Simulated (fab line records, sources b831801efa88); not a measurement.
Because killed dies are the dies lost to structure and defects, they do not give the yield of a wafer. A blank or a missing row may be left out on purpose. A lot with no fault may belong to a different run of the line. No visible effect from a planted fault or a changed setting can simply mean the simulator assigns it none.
Check for tools in common / flow gf180mcu / Lots sampled 13, wafers sampled 39

== WHY IT WAS OPENED ==
On 1 of the 13 lots, a flag is raised at GF_CONTACT_CD_MEAS_14 on the reading cd nm. No-fault wafers: 220.3 nm, standard deviation 1.5.
Rule: a lot is flagged when every wafer of it that has a number lies more than 4 standard deviations from that mean, or none has a number. All remaining lots are regarded as sound.

lot=L415; measured=day 16 12:29; on=cd sem-01; cd nm (nm), wafer by wafer=219.7 220.5 222.0; flag=
lot=L417; measured=day 17 04:37; on=cd sem-01; cd nm (nm), wafer by wafer=218.8 217.7 219.3; flag=
lot=L422; measured=day 19 04:37; on=cd sem-01; cd nm (nm), wafer by wafer=219.2 220.5 220.4; flag=
lot=L423; measured=day 19 05:35; on=cd sem-02; cd nm (nm), wafer by wafer=222.4 221.5 222.2; flag=
lot=L425; measured=day 20 04:10; on=cd sem-01; cd nm (nm), wafer by wafer=220.5 220.9 220.5; flag=
lot=L426; measured=day 20 13:47; on=cd sem-02; cd nm (nm), wafer by wafer=219.9 221.4 220.5; flag=
lot=L427; measured=day 20 23:31; on=cd sem-02; cd nm (nm), wafer by wafer=194.9 194.4 194.1; flag=FLAGGED
lot=L430; measured=day 21 23:01; on=cd sem-01; cd nm (nm), wafer by wafer=219.6 219.8 220.1; flag=
lot=L433; measured=day 22 21:01; on=cd sem-02; cd nm (nm), wafer by wafer=222.2 221.1 220.7; flag=
lot=L434; measured=day 23 05:26; on=cd sem-02; cd nm (nm), wafer by wafer=219.1 220.7 221.7; flag=
lot=L435; measured=day 23 11:40; on=cd sem-02; cd nm (nm), wafer by wafer=217.9 218.5 218.9; flag=
lot=L436; measured=day 24 01:18; on=cd sem-01; cd nm (nm), wafer by wafer=219.4 221.3 220.7; flag=
lot=L437; measured=day 24 09:42; on=cd sem-02; cd nm (nm), wafer by wafer=219.0 219.5 218.8; flag=
The numbers of the flagged lots are 194.5 nm on average: -25.8 nm against the usual, or -17 standard deviations.

== WHICH TOOL RAN EACH LOT ==
Before the reading, the record contains 3 process steps out of a 602-step route. Each cell gives the tool, then ch followed by the chambers the sampled wafers passed through, then the start.
lot=L415; flag=; GF_SAB_CVD_00=pecvd-04 ch 0,1, day 14 14:49; GF_SALICIDE_SPUTTER_03=pvd sputter-04, day 15 12:55; GF_CONTACT_EXPOSE_11=krf scanner-02 ch 0, day 16 01:39
lot=L417; flag=; GF_SAB_CVD_00=pecvd-03 ch 0,2, day 15 06:58; GF_SALICIDE_SPUTTER_03=pvd sputter-03, day 16 05:30; GF_CONTACT_EXPOSE_11=krf scanner-01 ch 0, day 16 18:21
lot=L422; flag=; GF_SAB_CVD_00=pecvd-03 ch 0,1, day 17 03:07; GF_SALICIDE_SPUTTER_03=pvd sputter-03, day 18 03:12; GF_CONTACT_EXPOSE_11=krf scanner-02 ch 0, day 18 16:31
lot=L423; flag=; GF_SAB_CVD_00=pecvd-03 ch 1,2, day 17 05:16; GF_SALICIDE_SPUTTER_03=pvd sputter-04, day 18 04:47; GF_CONTACT_EXPOSE_11=krf scanner-02 ch 0, day 18 17:52
lot=L425; flag=; GF_SAB_CVD_00=pecvd-02 ch 0,1,2, day 18 02:04; GF_SALICIDE_SPUTTER_03=pvd sputter-04, day 19 01:53; GF_CONTACT_EXPOSE_11=krf scanner-01 ch 0, day 19 15:56
lot=L426; flag=; GF_SAB_CVD_00=pecvd-04 ch 0,1, day 18 11:06; GF_SALICIDE_SPUTTER_03=pvd sputter-04, day 19 11:22; GF_CONTACT_EXPOSE_11=krf scanner-01 ch 0, day 20 01:41
lot=L427; flag=FLAGGED; GF_SAB_CVD_00=pecvd-04 ch 1,2, day 18 20:51; GF_SALICIDE_SPUTTER_03=pvd sputter-03, day 19 21:33; GF_CONTACT_EXPOSE_11=krf scanner-02 ch 0, day 20 11:08
lot=L430; flag=; GF_SAB_CVD_00=pecvd-02 ch 0,2, day 19 20:40; GF_SALICIDE_SPUTTER_03=pvd sputter-03, day 20 21:53; GF_CONTACT_EXPOSE_11=krf scanner-02 ch 0, day 21 11:21
lot=L433; flag=; GF_SAB_CVD_00=pecvd-02 ch 0,1,2, day 20 21:00; GF_SALICIDE_SPUTTER_03=pvd sputter-02, day 21 20:44; GF_CONTACT_EXPOSE_11=krf scanner-02 ch 0, day 22 09:39
lot=L434; flag=; GF_SAB_CVD_00=pecvd-04 ch 0,2, day 21 05:46; GF_SALICIDE_SPUTTER_03=pvd sputter-03, day 22 05:41; GF_CONTACT_EXPOSE_11=krf scanner-02 ch 0, day 22 17:47
lot=L435; flag=; GF_SAB_CVD_00=pecvd-02 ch 0,1, day 21 12:06; GF_SALICIDE_SPUTTER_03=pvd sputter-02, day 22 11:56; GF_CONTACT_EXPOSE_11=krf scanner-02 ch 0, day 23 01:07
lot=L436; flag=; GF_SAB_CVD_00=pecvd-03 ch 1,2, day 22 01:27; GF_SALICIDE_SPUTTER_03=pvd sputter-02, day 23 01:24; GF_CONTACT_EXPOSE_11=krf scanner-02 ch 0, day 23 13:40
lot=L437; flag=; GF_SAB_CVD_00=pecvd-02 ch 0,1, day 22 10:15; GF_SALICIDE_SPUTTER_03=pvd sputter-04, day 23 10:03; GF_CONTACT_EXPOSE_11=krf scanner-02 ch 0, day 23 23:20
What is done by these steps:
- GF_SAB_CVD_00: deposits SiO2 from TEOS, target thk 50 nm, time 4.9302 s.
- GF_SALICIDE_SPUTTER_03: material TiN, target thk 20 nm, time 16.7 s.
- GF_CONTACT_EXPOSE_11: exposes mask Contact, target cd 220 nm.
- GF_CONTACT_CD_MEAS_14: target cd 220 nm.

== FLAGGED AGAINST TOTAL, ONE TOOL AT A TIME (gauges that did the reading follow at the end) ==
step=GF_SAB_CVD_00; tool=pecvd-02; lots run=5; flagged=0; share of the flagged lots=none; sound lots run after its first flagged lot=-
step=GF_SAB_CVD_00; tool=pecvd-03; lots run=4; flagged=0; share of the flagged lots=none; sound lots run after its first flagged lot=-
step=GF_SAB_CVD_00; tool=pecvd-04; lots run=4; flagged=1; share of the flagged lots=all; sound lots run after its first flagged lot=1 (L434)
step=GF_SALICIDE_SPUTTER_03; tool=pvd sputter-02; lots run=3; flagged=0; share of the flagged lots=none; sound lots run after its first flagged lot=-
step=GF_SALICIDE_SPUTTER_03; tool=pvd sputter-03; lots run=5; flagged=1; share of the flagged lots=all; sound lots run after its first flagged lot=2 (L430,L434)
step=GF_SALICIDE_SPUTTER_03; tool=pvd sputter-04; lots run=5; flagged=0; share of the flagged lots=none; sound lots run after its first flagged lot=-
step=GF_CONTACT_EXPOSE_11; tool=krf scanner-01; lots run=3; flagged=0; share of the flagged lots=none; sound lots run after its first flagged lot=-
step=GF_CONTACT_EXPOSE_11; tool=krf scanner-02; lots run=10; flagged=1; share of the flagged lots=all; sound lots run after its first flagged lot=6 (L430,L433,L434,L435,L436,L437)
step=GF_CONTACT_CD_MEAS_14; tool=cd sem-01; lots run=6; flagged=0; share of the flagged lots=none; sound lots run after its first flagged lot=-
step=GF_CONTACT_CD_MEAS_14; tool=cd sem-02; lots run=7; flagged=1; share of the flagged lots=all; sound lots run after its first flagged lot=4 (L433,L434,L435,L437)

== WHAT IS ALLOWED BY THE TABLE ==
4 rows of the table ran every flagged lot: pecvd-04 at GF_SAB_CVD_00, pvd sputter-03 at GF_SALICIDE_SPUTTER_03, krf scanner-02 at GF_CONTACT_EXPOSE_11, cd sem-02 at GF_CONTACT_CD_MEAS_14.
- pecvd-04 at GF_SAB_CVD_00: 1 of its 4 lots flagged. After the first flagged lot (L434), sound lots still ran on it; a lasting fault on the whole tool would not permit that.
- pvd sputter-03 at GF_SALICIDE_SPUTTER_03: 1 of its 5 lots flagged. After the first flagged lot (L430, L434), sound lots still ran on it; a lasting fault on the whole tool would not permit that.
- krf scanner-02 at GF_CONTACT_EXPOSE_11: 1 of its 10 lots flagged. After the first flagged lot (L430, L433, L434, L435, L436, L437), sound lots still ran on it; a lasting fault on the whole tool would not permit that.
- cd sem-02 at GF_CONTACT_CD_MEAS_14: 1 of its 7 lots flagged. After the first flagged lot (L433, L434, L435, L437), sound lots still ran on it; a lasting fault on the whole tool would not permit that.
Every row of the table either missed a flagged lot or ran a sound lot after the first.

== WHAT THE SIMULATOR HAD INSERTED ==
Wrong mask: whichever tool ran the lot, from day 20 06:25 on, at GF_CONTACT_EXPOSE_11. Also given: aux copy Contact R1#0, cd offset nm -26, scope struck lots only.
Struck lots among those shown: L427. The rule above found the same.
